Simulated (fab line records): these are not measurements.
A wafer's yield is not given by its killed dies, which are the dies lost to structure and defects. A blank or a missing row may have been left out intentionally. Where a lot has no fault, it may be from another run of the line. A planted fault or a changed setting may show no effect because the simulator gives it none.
fab line records -- flow sky130
record: lots: 6, wafers: 18, lastDay: 50
route steps=708 shown SONOS_ONO@175 GATE_OXIDE@187 POLY_GATE@204 RES_PROTECT@206 PAD_OPEN@708
lots with no fault: from the same line, run without faults
startH: start of the lot's first displayed wafer, in hours after the record's first day -- waitH: hours from the lot's prior step to this one -- " same as the row above -- L1.1+2: several wafers, shown together as one row -- - no value present, or no start provided -- * or withheld: withheld -- < > ~ a bound
route shown NAME@n: names a module that has steps shown in the file, with the first one's number in the route -- usual: the fault-free wafers' mean and standard deviation -- same: alike in all rows -- chamber/n: place in a boat -- sites: the reading at each site -- _std_site: their standard deviation -- _edge_site: inner sites' mean taken away from outer sites' mean -- radiusMm: for every site, how far away it sits from the centre of the wafer -- mask NAME#n: copy n -- behind: the last tool/chamber to shape the wafer -- hold: reason for holding the lot/hours on hold/outcome of the hold -- device: which transistor (n, p or np) failed to switch -- end of line: tests run on the same wafers once the route is complete -- a step without rows: its recipe alone -- killed: at the first sort, the dies lost to defects and structure; wafer yield is something else -- map: dies across one wafer; x = killed, . = not, _ = none there
set.NAME: setting as actually run; set.NAME@STEP: the setting as run at that earlier step -- model.NAME: the simulator's own value behind a step, which no gauge read
lots at selected steps of the route; one table per step, one row per wafer
services: the hour from which a tool's chamber was out of use, counted from the record's first day as startH (under 0 if before that day), plus the number of hours and why
== steps ==
step: SKY_SONOS_ONO_HMDS_07
recipe: primeTimeS: 60, primeTempC: 120
step: SKY_SONOS_ONO_COAT_08
recipe: resist: NOVOLAK, spinRpm: 3000, resistThkNm: 1140
step: SKY_SONOS_ONO_SOFTBAKE_09
recipe: tempC: 90, timeS: 60, resist: NOVOLAK
step: SKY_SONOS_ONO_EXPOSE_10
recipe: maskId: ONOM, targetCdNm: 410, na: 0.6, sourceShape: conventional, sigmaOuter: 0.6, doseMj: 150
step: SKY_SONOS_ONO_PEB_11
recipe: tempC: withheld, timeS: *, resist: NOVOLAK
step: SKY_SONOS_ONO_DEVELOP_12
recipe: developTimeS: 60, devTempC: 23
step: SKY_SONOS_ONO_CD_MEAS_13
recipe: targetCdNm: 410
usual: cdNm: 408.9/2.5
lot.wafer,tool,chamber,startH,waitH,cdNm
L541.2,cdSem-01,-,291.86,0.1,408.3
L541.4,cdSem-01,-,291.86,0.1,407.4
L541.5,cdSem-01,-,291.86,0.1,406.7
L546.1,cdSem-01,-,344.91,0.1,407.5
L546.2,cdSem-01,-,344.91,0.1,407.1
L546.4,cdSem-01,-,344.91,0.1,405.5
L549.1,cdSem-02,-,358.41,0.1,413.4
L549.5,cdSem-02,-,358.41,0.1,413.9
L549.6,cdSem-02,-,358.41,0.1,412.8
L552.1,cdSem-02,-,379.51,0.1,405.0
L552.3,cdSem-02,-,379.51,0.1,406.1
L552.6,cdSem-02,-,379.51,0.1,407.5
L560.2,cdSem-01,-,438.43,0.1,410.6
L560.4,cdSem-01,-,438.43,0.1,410.4
L560.6,cdSem-01,-,438.43,0.1,409.6
L562.3,cdSem-01,-,459.63,0.1,411.4
L562.4,cdSem-01,-,459.63,0.1,409.8
L562.6,cdSem-01,-,459.63,0.1,408.0
step: SKY_SONOS_ONO_OVL_MEAS_14
usual: SONOS_ONO_OVL: -0.2/1.3
lot.wafer,tool,chamber,startH,waitH,SONOS_ONO_OVL[nm]
L541.2,overlay-02,-,291.96,0.1,-2.7
L541.4,overlay-02,-,291.96,0.1,-2.1
L541.5,overlay-02,-,291.96,0.1,-1.9
L546.1,overlay-02,-,345.03,0.1,-0.8
L546.2,overlay-02,-,345.03,0.1,0.1
L546.4,overlay-02,-,345.03,0.1,-0.9
L549.1,overlay-01,-,358.53,0.1,-1.2
L549.5,overlay-01,-,358.53,0.1,-3.1
L549.6,overlay-01,-,358.53,0.1,-1.3
L552.1,overlay-02,-,379.63,0.1,-0.3
L552.3,overlay-02,-,379.63,0.1,0.2
L552.6,overlay-02,-,379.63,0.1,-1.4
L560.2,overlay-01,-,438.53,0.1,0.6
L560.4,overlay-01,-,438.53,0.1,-0.1
L560.6,overlay-01,-,438.53,0.1,-0.4
L562.3,overlay-02,-,459.72,0.1,-0.1
L562.4,overlay-02,-,459.72,0.1,-0.9
L562.6,overlay-02,-,459.72,0.1,1.2
step: SKY_SONOS_ONO_ETCH_15
recipe: targetDepthNm: 19.52, chemistry: CHF3/O2, sourceW: 600, biasW: 200, pressureMtorr: 40, chf3FlowSccm: 50, O2_flow_sccm: 5, timeS: 7.8
usual: drypumpMotorCurrentA: 5.9/0.35, oesProductAu: 0.999/0.01, rfFwdPowerW: 587/3.4, throttleValvePct: 8.824/0.0095
lot.wafer,tool,chamber,startH,waitH,drypumpMotorCurrentA,oesProductAu,rfFwdPowerW,rfHoursCounterH,throttleValvePct
L541.2,rieDiel-03,2,291.99,0.0,6.0,0.998,585,7,8.819
L541.4,rieDiel-03,3,291.99,0.0,5.7,1.004,591,6,8.827
L541.5,rieDiel-03,3,291.99,0.0,5.7,0.989,591,-,8.823
L546.1,rieDiel-02,3,345.06,0.0,5.2,0.990,593,67,8.831
L546.2,rieDiel-02,0,345.06,0.0,5.9,0.996,586,39,8.843
L546.4,rieDiel-02,3,345.06,0.0,5.2,0.996,591,-,8.822
L549.1,rieDiel-04,0,358.56,0.0,5.7,1.001,587,98,8.823
L549.5,rieDiel-04,2,358.56,0.0,6.0,1.001,585,-,8.834
L549.6,rieDiel-04,1,358.56,0.0,6.6,0.989,586,-,8.814
L552.1,rieDiel-02,1,379.66,0.0,5.3,0.996,589,4,8.830
L552.3,rieDiel-02,0,379.66,0.0,5.9,0.996,586,40,8.832
L552.6,rieDiel-02,0,379.66,0.0,5.8,0.998,585,-,8.833
L560.2,rieDiel-04,1,438.56,0.0,6.6,0.992,584,96,8.835
L560.4,rieDiel-04,3,438.56,0.0,5.9,0.994,595,2,8.825
L560.6,rieDiel-04,1,438.56,0.0,6.6,0.977,583,-,8.831
L562.3,rieDiel-04,2,459.74,0.0,6.0,0.993,584,89,8.831
L562.4,rieDiel-04,3,459.74,0.0,6.0,0.992,596,-,8.847
L562.6,rieDiel-04,0,459.74,0.0,5.7,0.991,584,-,8.807
step: SKY_SONOS_ONO_WET_ETCH_16
recipe: chemistry: dHF, targetDepthNm: 14, dry: n2Spin, target: SiO2, dilution: 100:1, tempC: 25, timeS: 280
step: SKY_SONOS_ONO_STRIP_17
recipe: chemistry: O2/N2, powerW: 1400, pressureMtorr: 1500, platenTempC: withheld, o2FlowSccm: 3000, n2FlowSccm: 300, overashFraction: 0.5
usual: drypumpMotorCurrentA: 6.0/0.35, oesProductAu: 0.710/0.0046, stripTimeToEndpointS: 14.09/0.041
lot.wafer,tool,chamber,startH,waitH,drypumpMotorCurrentA,oesProductAu,rfHoursCounterH,stripTimeToEndpointS
L541.2,plasmaAsher-03,0,292.10,0.0,6.3,0.705,50,14.11
L541.4,plasmaAsher-03,0,292.10,0.0,6.3,0.712,-,14.08
L541.5,plasmaAsher-03,0,292.10,0.0,6.3,0.708,-,14.11
L546.1,plasmaAsher-02,1,345.17,0.0,6.2,0.711,22,14.17
L546.2,plasmaAsher-02,0,345.17,0.0,6.1,0.721,22,14.18
L546.4,plasmaAsher-02,0,345.17,0.0,6.1,0.701,-,14.13
L549.1,plasmaAsher-03,1,358.67,0.0,5.6,0.714,57,14.09
L549.5,plasmaAsher-03,1,358.67,0.0,5.6,0.715,-,14.13
L549.6,plasmaAsher-03,0,358.67,0.0,6.3,0.707,-,14.12
L552.1,plasmaAsher-01,0,379.77,0.0,5.5,0.709,69,14.08
L552.3,plasmaAsher-01,0,379.77,0.0,5.5,0.718,-,14.10
L552.6,plasmaAsher-01,1,379.77,0.0,6.2,0.710,-,14.10
L560.2,plasmaAsher-01,0,438.67,0.0,5.5,0.715,1,14.14
L560.4,plasmaAsher-01,1,438.67,0.0,6.2,0.714,-,14.10
L560.6,plasmaAsher-01,1,438.67,0.0,6.3,0.710,-,14.10
L562.3,plasmaAsher-01,1,459.89,0.0,6.3,0.706,-,14.16
L562.4,plasmaAsher-01,0,459.89,0.0,5.5,0.707,-,14.18
L562.6,plasmaAsher-01,0,459.89,0.0,5.5,0.710,-,14.15
step: SKY_SONOS_ONO_WET_ETCH_18
recipe: chemistry: H3PO4, targetDepthNm: 15, target: Si3N4, tempC: 160, timeS: 175.4
step: SKY_GATE_OXIDE_CLEAN_00
recipe: chemistry: SC1/SC2, mix: 1:4:20, tempC: 70, timeS: 150, dry: n2Spin
usual: bathGuardTempC: 69.8/0.5
lot.wafer,tool,chamber,startH,waitH,bathGuardTempC
L541.2,wetBench-04,1,292.26,0.0,69.6
L541.4,wetBench-04,1,292.26,0.0,69.6
L541.5,wetBench-04,1,292.26,0.0,69.4
L546.1,wetBench-01,2,345.32,0.0,70.5
L546.2,wetBench-01,2,345.32,0.0,70.2
L546.4,wetBench-01,2,345.32,0.0,70.4
L549.1,wetBench-01,0,358.83,0.0,69.2
L549.5,wetBench-01,0,358.83,0.0,69.5
L549.6,wetBench-01,0,358.83,0.0,69.4
L552.1,wetBench-01,0,379.92,0.0,69.6
L552.3,wetBench-01,0,379.92,0.0,69.6
L552.6,wetBench-01,0,379.92,0.0,69.4
L560.2,wetBench-04,2,438.82,0.0,70.3
L560.4,wetBench-04,2,438.82,0.0,70.5
L560.6,wetBench-04,2,438.82,0.0,70.5
L562.3,wetBench-01,2,460.01,0.0,70.2
L562.4,wetBench-01,2,460.01,0.0,70.2
L562.6,wetBench-01,2,460.01,0.0,70.5
step: SKY_GATE_OXIDE_OXIDATION_01
recipe: tempC: 900, ambient: O2, stabiliseS: 600, purgeS: 300, targetThkA: 102.68, oxTimeS: 1473
step: SKY_GATE_OXIDE_THK_MEAS_02
recipe: reads: SiO2_of_GATE_OXIDE_OXIDATION_01
usual: GATE_OXIDE_OXIDATION_00_THK: 10.12/0.19
lot.wafer,tool,chamber,startH,waitH,GATE_OXIDE_OXIDATION_00_THK[nm]
L541.2,filmMetro-02,-,294.40,0.0,10.17
L541.4,filmMetro-02,-,294.40,0.0,9.98
L541.5,filmMetro-02,-,294.40,0.0,10.18
L546.1,filmMetro-02,-,348.04,0.0,10.03
L546.2,filmMetro-02,-,348.04,0.0,9.87
L546.4,filmMetro-02,-,348.04,0.0,9.88
L549.1,filmMetro-02,-,361.10,0.0,10.27
L549.5,filmMetro-02,-,361.10,0.0,10.17
L549.6,filmMetro-02,-,361.10,0.0,10.20
L552.1,filmMetro-01,-,382.44,0.0,10.21
L552.3,filmMetro-01,-,382.44,0.0,10.07
L552.6,filmMetro-01,-,382.44,0.0,10.11
L560.2,filmMetro-03,-,441.87,0.0,9.90
L560.4,filmMetro-03,-,441.87,0.0,9.92
L560.6,filmMetro-03,-,441.87,0.0,9.83
L562.3,filmMetro-02,-,461.49,0.0,9.97
L562.4,filmMetro-02,-,461.49,0.0,9.93
L562.6,filmMetro-02,-,461.49,0.0,10.07
step: SKY_GATE_OXIDE_DEHYDRATE_03
recipe: tempC: 200, timeS: 60
step: SKY_GATE_OXIDE_HMDS_04
recipe: primeTimeS: 60, primeTempC: 120
step: SKY_GATE_OXIDE_COAT_05
recipe: resist: NOVOLAK, spinRpm: 3000, resistThkNm: 1140
step: SKY_GATE_OXIDE_SOFTBAKE_06
recipe: tempC: 90, timeS: 60, resist: NOVOLAK
step: SKY_GATE_OXIDE_EXPOSE_07
recipe: maskId: LVOM, na: 0.6, sourceShape: conventional, sigmaOuter: 0.6, polarization: unpolarized, targetCdNm: 600, doseMj: 170
step: SKY_GATE_OXIDE_PEB_08
recipe: tempC: withheld, timeS: *, resist: NOVOLAK
step: SKY_GATE_OXIDE_DEVELOP_09
recipe: resist: NOVOLAK, developer: TMAH, developTimeS: 60, devTempC: 23
step: SKY_GATE_OXIDE_OVL_MEAS_10
usual: GATE_OXIDE_OVL: 0.5/1.3
lot.wafer,tool,chamber,startH,waitH,GATE_OXIDE_OVL[nm]
L541.2,overlay-01,-,319.38,0.1,-0.5
L541.4,overlay-01,-,319.38,0.1,-1.0
L541.5,overlay-01,-,319.38,0.1,-0.2
L546.1,overlay-01,-,374.91,0.1,1.6
L546.2,overlay-01,-,374.91,0.1,2.2
L546.4,overlay-01,-,374.91,0.1,1.1
L549.1,overlay-02,-,388.36,0.1,0.6
L549.5,overlay-02,-,388.36,0.1,2.8
L549.6,overlay-02,-,388.36,0.1,3.0
L552.1,overlay-01,-,409.66,0.1,0.9
L552.3,overlay-01,-,409.66,0.1,-1.4
L552.6,overlay-01,-,409.66,0.1,-2.2
L560.2,overlay-02,-,472.23,0.1,0.4
L560.4,overlay-02,-,472.23,0.1,-1.3
L560.6,overlay-02,-,472.23,0.1,-1.1
L562.3,overlay-02,-,491.52,0.1,0.6
L562.4,overlay-02,-,491.52,0.1,-0.3
L562.6,overlay-02,-,491.52,0.1,0.4
step: SKY_GATE_OXIDE_IMPLANT_11
recipe: species: B, energyKev: 10, doseCm2: 2.6e+12, tiltDeg: withheld
step: SKY_GATE_OXIDE_WET_ETCH_12
recipe: chemistry: dHF, targetDepthNm: 16.8, dry: n2Spin, target: SiO2, dilution: 100:1, tempC: 25, timeS: 336
step: SKY_GATE_OXIDE_STRIP_13
recipe: chemistry: O2/N2, powerW: 1400, pressureMtorr: 1500, platenTempC: withheld, o2FlowSccm: 3000, n2FlowSccm: 300, overashFraction: 0.5
usual: drypumpMotorCurrentA: 5.9/0.36, oesProductAu: 0.715/0.0046, stripTimeToEndpointS: 14.18/0.044
lot.wafer,tool,chamber,startH,waitH,drypumpMotorCurrentA,oesProductAu,rfHoursCounterH,stripTimeToEndpointS
L541.2,plasmaAsher-01,0,319.70,0.0,5.5,0.719,64,14.15
L541.4,plasmaAsher-01,0,319.70,0.0,5.5,0.719,-,14.15
L541.5,plasmaAsher-01,0,319.70,0.0,5.5,0.714,-,14.12
L546.1,plasmaAsher-02,0,375.19,0.0,6.1,0.721,25,14.26
L546.2,plasmaAsher-02,1,375.19,0.0,6.2,0.715,25,14.25
L546.4,plasmaAsher-02,1,375.19,0.0,6.2,0.713,-,14.20
L549.1,plasmaAsher-04,0,388.65,0.0,5.9,0.709,71,14.23
L549.5,plasmaAsher-04,1,388.65,0.0,5.3,0.719,-,14.20
L549.6,plasmaAsher-04,0,388.65,0.0,5.9,0.721,-,14.24
L552.1,plasmaAsher-02,1,409.94,0.0,6.2,0.713,28,14.22
L552.3,plasmaAsher-02,0,409.94,0.0,6.1,0.713,-,14.21
L552.6,plasmaAsher-02,0,409.94,0.0,6.1,0.720,-,14.22
L560.2,plasmaAsher-04,1,472.51,0.0,5.3,0.717,80,14.12
L560.4,plasmaAsher-04,1,472.51,0.0,5.3,0.720,-,14.09
L560.6,plasmaAsher-04,0,472.51,0.0,5.9,0.717,-,14.12
L562.3,plasmaAsher-02,0,491.83,0.0,6.0,0.719,-,14.15
L562.4,plasmaAsher-02,1,491.83,0.0,6.2,0.711,-,14.11
L562.6,plasmaAsher-02,1,491.83,0.0,6.3,0.717,-,14.15
step: SKY_GATE_OXIDE_TW_MEAS_14
usual: GATE_OXIDE_TW: 227.2/1.1
lot.wafer,tool,chamber,startH,waitH,GATE_OXIDE_TW
L541.2,filmMetro-02,-,319.81,0.1,227.8
L541.4,filmMetro-02,-,319.81,0.1,228.1
L541.5,filmMetro-02,-,319.81,0.1,228.0
L546.1,filmMetro-03,-,375.29,0.1,227.7
L546.2,filmMetro-03,-,375.29,0.1,227.2
L546.4,filmMetro-03,-,375.29,0.1,228.5
L549.1,filmMetro-03,-,388.75,0.1,227.3
L549.5,filmMetro-03,-,388.75,0.1,226.5
L549.6,filmMetro-03,-,388.75,0.1,227.3
L552.1,filmMetro-02,-,410.04,0.1,229.9
L552.3,filmMetro-02,-,410.04,0.1,228.7
L552.6,filmMetro-02,-,410.04,0.1,228.3
L560.2,filmMetro-03,-,472.62,0.1,227.2
L560.4,filmMetro-03,-,472.62,0.1,227.8
L560.6,filmMetro-03,-,472.62,0.1,228.4
L562.3,filmMetro-03,-,491.91,0.1,227.1
L562.4,filmMetro-03,-,491.91,0.1,226.6
L562.6,filmMetro-03,-,491.91,0.1,227.5
step: SKY_GATE_OXIDE_CLEAN_15
recipe: chemistry: SC1/SC2, mix: 1:4:20, tempC: 70, timeS: 150, dry: n2Spin
step: SKY_GATE_OXIDE_OXIDATION_16
recipe: tempC: 800, ambient: O2, idleTempC: 700, rampUpCPerMin: 10, rampDownCPerMin: 3, stabiliseS: 600, purgeS: 300, targetThkA: 35.7, oxTimeS: 1915
step: SKY_POLY_GATE_CVD_00
recipe: material: poly-Si, targetThkNm: 180, tempC: 620, timeS: 720, pressureMtorr: 200
step: SKY_POLY_GATE_THK_MEAS_01
recipe: reads: poly-Si_of_POLY_GATE_CVD_00
usual: POLY_GATE_CVD_00_THK: 179.6/1.6
lot.wafer,tool,chamber,startH,waitH,POLY_GATE_CVD_00_THK[nm]
L541.2,filmMetro-03,-,323.75,0.0,180.0
L541.4,filmMetro-03,-,323.75,0.0,180.7
L541.5,filmMetro-03,-,323.75,0.0,180.7
L546.1,filmMetro-03,-,380.61,0.0,178.4
L546.2,filmMetro-03,-,380.61,0.0,178.9
L546.4,filmMetro-03,-,380.61,0.0,177.8
L549.1,filmMetro-03,-,392.82,0.0,182.0
L549.5,filmMetro-03,-,392.82,0.0,180.7
L549.6,filmMetro-03,-,392.82,0.0,179.8
L552.1,filmMetro-03,-,413.94,0.0,181.8
L552.3,filmMetro-03,-,413.94,0.0,181.3
L552.6,filmMetro-03,-,413.94,0.0,180.8
L560.2,filmMetro-02,-,475.47,0.0,178.5
L560.4,filmMetro-02,-,475.47,0.0,177.6
L560.6,filmMetro-02,-,475.47,0.0,178.1
L562.3,filmMetro-03,-,494.76,0.0,176.9
L562.4,filmMetro-03,-,494.76,0.0,176.4
L562.6,filmMetro-03,-,494.76,0.0,177.2
step: SKY_RES_PROTECT_DEHYDRATE_00
recipe: tempC: 200, timeS: 60
step: SKY_RES_PROTECT_HMDS_01
recipe: primeTimeS: 60, primeTempC: 120
step: SKY_RES_PROTECT_COAT_02
recipe: resist: NOVOLAK, spinRpm: 3000, resistThkNm: 1140
step: SKY_RES_PROTECT_SOFTBAKE_03
recipe: tempC: 90, timeS: 60, resist: NOVOLAK
step: SKY_RES_PROTECT_EXPOSE_04
recipe: maskId: RPM, na: 0.6, sourceShape: conventional, sigmaOuter: 0.6, polarization: unpolarized, targetCdNm: 1270, doseMj: 131
step: SKY_RES_PROTECT_PEB_05
recipe: tempC: withheld, timeS: *, resist: NOVOLAK
step: SKY_RES_PROTECT_DEVELOP_06
recipe: resist: NOVOLAK, developer: TMAH, developTimeS: 60, devTempC: 23
step: SKY_POLY_GATE_IMPLANT_02
recipe: species: P, energyKev: 30, doseCm2: 7.519e+15, tiltDeg: 0
step: SKY_RES_PROTECT_STRIP_07
recipe: chemistry: O2/N2, powerW: 1400, pressureMtorr: 1500, platenTempC: withheld, o2FlowSccm: 3000, n2FlowSccm: 300, overashFraction: 0.5
usual: drypumpMotorCurrentA: 5.8/0.37, oesProductAu: 0.519/0.0044, stripTimeToEndpointS: 23.20/0.052
lot.wafer,tool,chamber,startH,waitH,drypumpMotorCurrentA,oesProductAu,rfHoursCounterH,stripTimeToEndpointS
L541.2,plasmaAsher-04,1,350.42,0.1,5.4,0.521,67,23.16
L541.4,plasmaAsher-04,1,350.42,0.1,5.3,0.515,-,23.14
L541.5,plasmaAsher-04,1,350.42,0.1,5.3,0.521,-,23.17
L546.1,plasmaAsher-04,0,407.91,0.1,5.9,0.515,73,23.17
L546.2,plasmaAsher-04,1,407.91,0.1,5.3,0.516,73,23.14
L546.4,plasmaAsher-04,1,407.91,0.1,5.3,0.521,-,23.13
L549.1,plasmaAsher-03,1,421.56,0.1,5.6,0.517,63,23.19
L549.5,plasmaAsher-03,1,421.56,0.1,5.6,0.533,-,23.21
L549.6,plasmaAsher-03,0,421.56,0.1,6.3,0.515,-,23.20
L552.1,plasmaAsher-04,1,443.72,0.1,5.3,0.521,77,23.12
L552.3,plasmaAsher-04,1,443.72,0.1,5.3,0.517,-,23.15
L552.6,plasmaAsher-04,1,443.72,0.1,5.3,0.514,-,23.11
L560.2,plasmaAsher-03,0,505.20,0.1,6.3,0.525,70,23.20
L560.4,plasmaAsher-03,1,505.20,0.1,5.6,0.520,-,23.28
L560.6,plasmaAsher-03,0,505.20,0.1,6.3,0.521,-,23.17
L562.3,plasmaAsher-04,1,524.69,0.1,5.3,0.523,-,23.13
L562.4,plasmaAsher-04,0,524.69,0.1,5.9,0.518,-,23.12
L562.6,plasmaAsher-04,1,524.69,0.1,5.3,0.525,-,23.14
step: SKY_RES_PROTECT_TW_MEAS_08
usual: POLY_GATE_TW: 4077/20
lot.wafer,tool,chamber,startH,waitH,POLY_GATE_TW
L541.2,filmMetro-04,-,350.53,0.1,4097
L541.4,filmMetro-04,-,350.53,0.1,4096
L541.5,filmMetro-04,-,350.53,0.1,4081
L546.1,filmMetro-03,-,408.01,0.1,4096
L546.2,filmMetro-03,-,408.01,0.1,4132
L546.4,filmMetro-03,-,408.01,0.1,4106
L549.1,filmMetro-01,-,421.66,0.1,4039
L549.5,filmMetro-01,-,421.66,0.1,4037
L549.6,filmMetro-01,-,421.66,0.1,4049
L552.1,filmMetro-04,-,443.82,0.1,4086
L552.3,filmMetro-04,-,443.82,0.1,4101
L552.6,filmMetro-04,-,443.82,0.1,4082
L560.2,filmMetro-04,-,505.31,0.1,4070
L560.4,filmMetro-04,-,505.31,0.1,4054
L560.6,filmMetro-04,-,505.31,0.1,4074
L562.3,filmMetro-01,-,524.77,0.1,4063
L562.4,filmMetro-01,-,524.77,0.1,4043
L562.6,filmMetro-01,-,524.77,0.1,4040
step: SKY_RES_PROTECT_CLEAN_09
recipe: chemistry: SC1/SC2, mix: 1:4:20, tempC: 70, timeS: 150, dry: n2Spin
step: SKY_PAD_OPEN_PROBE_99
usual: killed_at_M0_to_M3: 43/6.4, killed_at_M4_up: 3.2/1.8, killedAtContacts: 25/5.8, killedAtFrontEnd: 16/4.1, killedAtOther: 0.2/0.47, killedDies: 88/9.9, killedOpen: 47/7.3, killedShort: 40/7.1
same: grossDies: 492, killedAtBackSide: 0
lot.wafer,tool,chamber,startH,waitH,killed_at_M0_to_M3,killed_at_M4_up,killedAtContacts,killedAtFrontEnd,killedAtOther,killedDies,killedOpen,killedShort
L541.2,prober-02,-,1076.96,0.1,50,5,25,17,0,97,50,47
L541.4,prober-02,-,1077.06,0.2,46,1,34,15,1,97,55,41
L541.5,prober-02,-,1077.11,0.2,43,3,23,11,0,80,48,32
L549.1,prober-02,-,1132.82,0.1,39,2,25,35,1,102,47,33
L549.5,prober-02,-,1133.02,0.2,43,3,25,36,0,107,45,37
L549.6,prober-02,-,1133.07,0.2,41,5,29,31,0,106,43,40
L552.1,prober-01,-,1139.56,0.1,36,1,16,43,0,96,39,33
L552.3,prober-01,-,1139.66,0.2,53,2,15,34,0,104,45,40
L552.6,prober-01,-,1139.81,0.2,45,2,14,38,0,99,44,35
killed by level:class
L541.2 VIA1:geometricParticle:open=13 METAL2:geometricParticle:short=8 VIA2:geometricParticle:short=7 LI_CONTACT:geometricParticle:open=7 CONTACT:geometricParticle:open=7 FIELD_ISO:geometricParticle:open=5 CONTACT:geometricParticle:short=5 FIELD_ISO:geometricParticle:short=4
L541.4 CONTACT:geometricParticle:open=12 VIA2:geometricParticle:open=11 LI_CONTACT:geometricParticle:open=8 VIA1:geometricParticle:open=8 CONTACT:geometricParticle:short=6 VIA3:geometricParticle:open=6 FIELD_ISO:geometricParticle:open=5 FIELD_ISO:geometricParticle:short=5
L541.5 CONTACT:geometricParticle:open=12 VIA1:geometricParticle:open=12 VIA2:geometricParticle:open=7 VIA1:geometricParticle:short=6 METAL2:geometricParticle:short=6 LI_CONTACT:geometricParticle:open=5 FIELD_ISO:geometricParticle:short=3 POLY_GATE:geometricParticle:short=3
L549.1 GATE_OXIDE:unspecified=22 CONTACT:geometricParticle:open=11 VIA1:geometricParticle:open=7 POLY_GATE:geometricParticle:open=6 LI_CONTACT:geometricParticle:open=6 METAL1:geometricParticle:short=6 VIA1:geometricParticle:short=4 VIA2:geometricParticle:open=4
L549.5 GATE_OXIDE:unspecified=25 VIA1:geometricParticle:open=12 CONTACT:geometricParticle:open=9 LI_CONTACT:geometricParticle:open=8 METAL1:geometricParticle:short=8 VIA2:geometricParticle:open=8 FIELD_ISO:geometricParticle:short=6 VIA1:geometricParticle:short=6
L549.6 GATE_OXIDE:unspecified=23 CONTACT:geometricParticle:open=10 METAL1:geometricParticle:short=9 VIA1:geometricParticle:open=9 CONTACT:geometricParticle:short=7 VIA3:geometricParticle:open=7 METAL2:geometricParticle:short=6 LI_CONTACT:geometricParticle:open=5
L552.1 GATE_OXIDE:unspecified=24 VIA1:geometricParticle:open=10 FIELD_ISO:geometricParticle:open=6 CONTACT:geometricParticle:open=6 FIELD_ISO:geometricParticle:short=5 CONTACT:geometricParticle:short=5 VIA1:geometricParticle:short=5 POLY_GATE:geometricParticle:short=4
L552.3 GATE_OXIDE:unspecified=19 VIA1:geometricParticle:open=11 VIA3:geometricParticle:open=7 METAL1:geometricParticle:short=6 VIA1:geometricParticle:short=5 METAL3:geometricParticle:short=5 CONTACT:geometricParticle:open=5 METAL2:geometricParticle:short=5
L552.6 GATE_OXIDE:unspecified=20 VIA1:geometricParticle:open=12 VIA3:geometricParticle:open=8 CONTACT:geometricParticle:open=6 POLY_GATE:geometricParticle:open=5 LOCAL_INTERCONNECT:geometricParticle:short=4 METAL1:geometricParticle:short=4 VIA1:geometricParticle:short=4
map L549.5 (x killed, . not)
__________xxxxxxxxxx_________
________...xxxxxxxxx.x_______
______.x..x.xxxx.x......_____
_____.x..........x.......____
____............x...xx...x___
___.............x....xxx...__
__....x.x..................._
_x......x..xx......xx........
_...........x........x..x..xx
_...x.........x....x....x.x..
_..x..x......x....x......x...
_.x....x.x........xx.xx....x.
_..x......xx.................
_xx......x...x.......xx..x...
_x....xxx..x.xx.......x......
__.x..x.....x............x.._
___x...x....x..............__
____..x........x..........___
_____.xx................x____
______x.....xxx........._____
________..x..x..x...x._______
__________......x..._________
map L552.3 (x killed, . not)
__________..xxxxxxxx_________
________..xxxxxxxxx..._______
______xx.....xx.x..x...._____
_____..............x.....____
____.xx....x..x.xx....x...___
___.x....x........x.....x..__
__....x.....x......xx......._
_...x.x..x....xx.....x...x...
_...........x..x.x...........
_.x...x........x.x......x....
_...xx...xx...........xx.....
_.........xx......x.......xx.
_...x.x.......x...x....x...x.
_.......x...x.xx.........x...
_.x.........x.xxx.....x......
__.x.......x.......x.x.xx..._
___..x.........x.......x...__
____.x.........x...x.x..x.___
_____.............x..x...____
______.xx..........x...._____
________...x......x..._______
__________......x..._________
== services ==
tool,chamber,startH,hours,kind
rieDiel-04,-,270.71,14.6,pm
plasmaAsher-02,-,280.34,1.6,repair
wetBench-01,-,285.53,1.5,repair
rieDiel-02,0,293.68,17.4,repair
rieDiel-04,2,296.74,8.3,repair
rieDiel-04,-,327.02,0.9,repair
rieDiel-02,2,344.62,19.5,repair
rieDiel-04,3,349.83,1.5,repair
rieDiel-04,-,365.62,0.5,repair
plasmaAsher-01,-,365.66,2.8,pm
rieDiel-02,3,383.58,51.1,repair
rieDiel-04,1,387.92,7.3,repair
rieDiel-04,3,416.36,6.3,repair
rieDiel-02,-,419.74,2.8,pm
plasmaAsher-01,-,421.25,9.0,pm
plasmaAsher-01,0,421.25,9.0,ventCycle
plasmaAsher-01,1,421.25,9.0,ventCycle
plasmaAsher-01,0,430.25,-,clean
rieDiel-02,0,433.73,58.0,repair
plasmaAsher-03,-,435.47,15.6,pm
rieDiel-03,-,460.67,0.3,repair
rieDiel-03,0,462.33,12.5,repair
rieDiel-03,-,475.45,2.8,pm
rieDiel-04,0,482.42,7.6,repair
== key ==
firstSign: step: SKY_PAD_OPEN_PROBE_99, reading: killedAtFrontEnd, direction: up, sigmas: 5.1, usual: 16, struck: 36
effect: step: SKY_PAD_OPEN_PROBE_99, reading: killedDies, direction: up, sigmas: 1.5, usual: 88, struck: 102, wafersMoved: 4
metAt SKY_GATE_OXIDE_CLEAN_00
struckWafers L549.1,L549.5,L549.6,L552.1,L552.3,L552.6
testerLeftOut L549,L552
onsetBetween 345.32 358.83
fault: kind: chamberParticleSource, tool: wetBench-01, chamber: -, onsetH: 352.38, steps: SKY_GATE_OXIDE_CLEAN_00, ratePerVisitCm2: 2.0082, endH: 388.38
testerLeftOut: of these lots the tester's yield and bins aren't shown, on N5 and GAA mostly nor the transistor test; their killed dies are dies lost to structure and defects alone, not to doping, threshold or leakage, so they don't give the yield
